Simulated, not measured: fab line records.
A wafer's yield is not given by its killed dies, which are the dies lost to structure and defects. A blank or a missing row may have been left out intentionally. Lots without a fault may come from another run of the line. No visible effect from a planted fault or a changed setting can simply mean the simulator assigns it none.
Code-filled problem report in 8D (eight disciplines) form :: flow sky130 :: the parts of the form that need people (team, actions taken, sign-off) are left out

== 1. THE PROBLEM ==
At SKY_PAD_OPEN_PROBE_99, killed_at_M0_to_M3 averages 291 over 2 wafers from 2 lots, while fault-free wafers read 43, standard deviation 6.8. Measured from the usual mean, that is +36 standard deviations.
Seen first at day 46 22:11 on prober-01, wafer L178.2. The record has a number at this step for 12 wafers belonging to 4 lots. Rule for "out", or "out of limits": more than 4 standard deviations from the usual mean. The other wafers with a number count as sound.

== 2. WHAT IT IS; WHAT IT IS NOT ==
question: which readings at this step
is: killed_at_M0_to_M3, defectLimitedYield, killedDies, killedOnRim, sort_bin_3_pad_short, sort_bin_5_function, sort_bin_6_memory, sortNPass, sortYieldPct
is not: killed_at_M4_up, killedAtFrontEnd, killedAtOther

question: which lots
is: L178, L179
is not: L190, L191

question: which wafers of those lots
is: L178.2, L179.6
is not: L178.5, L178.6, L179.4, L179.5

question: read on which tools
is: prober-01, prober-02
is not: -

question: when
is: from day 46 22:11
is not: up to then (0 sound wafers); but 10 sound wafers of L178, L179, L190, L191 came after

== 3. THE SUSPECTS, EACH WITH WHAT RULES IT OUT ==
Counting: if a tool at a process step up to the reading ran every lot that is out, it stays a suspect. Sound lots after the first of them don't rule it out here, since some wafers of a struck lot are sound.
- cmp-02 at SKY_VIA2_CMP_02 (polishes SiO2): kept. It ran every lot that is out, first L178 (day 36 15:02).
- In cmp-02 at SKY_VIA2_CMP_02, the wafers that are out were processed in chamber 0 and their sound lot-mates in chambers 1, 2, 3.
Remaining after the count: cmp-02 at SKY_VIA2_CMP_02.

== 4. THE CAUSE (what the simulator had put in) ==
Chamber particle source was cmp-02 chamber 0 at SKY_VIA2_CMP_02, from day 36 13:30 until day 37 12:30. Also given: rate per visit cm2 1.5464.
This tool alone remained once counting was done.

== 5. THE CHAIN OF EFFECTS, in route order ==
One row per reading whose mean, taken over the struck wafers that have a number, lies over 3 standard deviations from the usual. Only readings whose record carries a usual standard deviation are examined. hours: median over the lots of the time between each lot's start at the first step of this table that gives one and its start at this step. sigmas: the change, counted in usual standard deviations.
hours: 0
step: SKY_PAD_OPEN_PROBE_99
reading: defectLimitedYield
usual: 82.5 %
on struck wafers: 35.5
change: -47.0
sigmas: -25

hours: 0
step: SKY_PAD_OPEN_PROBE_99
reading: killed_at_M0_to_M3
usual: 43
on struck wafers: 291
change: +248
sigmas: +36

hours: 0
step: SKY_PAD_OPEN_PROBE_99
reading: killedDies
usual: 86
on struck wafers: 317
change: +231
sigmas: +24

hours: 0
step: SKY_PAD_OPEN_PROBE_99
reading: killedOnRim
usual: 17
on struck wafers: 66
change: +48
sigmas: +14

hours: 0
step: SKY_PAD_OPEN_PROBE_99
reading: sort_bin_3_pad_short
usual: 0.9 %
on struck wafers: 4.2
change: +3.4
sigmas: +7.8

hours: 0
step: SKY_PAD_OPEN_PROBE_99
reading: sort_bin_5_function
usual: 10.3 %
on struck wafers: 42.6
change: +32.3
sigmas: +22

hours: 0
step: SKY_PAD_OPEN_PROBE_99
reading: sort_bin_6_memory
usual: 6.3 %
on struck wafers: 17.6
change: +11.3
sigmas: +10

hours: 0
step: SKY_PAD_OPEN_PROBE_99
reading: sortNPass
usual: 406
on struck wafers: 175
change: -231
sigmas: -24

hours: 0
step: SKY_PAD_OPEN_PROBE_99
reading: sortYieldPct
usual: 82.5 %
on struck wafers: 35.5
change: -47.0
sigmas: -25
It contains these process steps:
- SKY_PAD_OPEN_PROBE_99

== 6. HOW IT WOULD HAVE BEEN CAUGHT EARLIER ==
249 hours passed between the start of the fault at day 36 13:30 and the first reading out of limits in this record, taken at day 46 22:11.
No tool reading at SKY_VIA2_CMP_02 that has a usual standard deviation in the record was out on any struck wafer, so an alarm limit of 4 standard deviations on those readings would not have fired.
Lots out: 2; all had begun SKY_VIA2_CMP_02 on cmp-02 by day 46 22:11. None of them would have been spared by holding the tool at that moment.
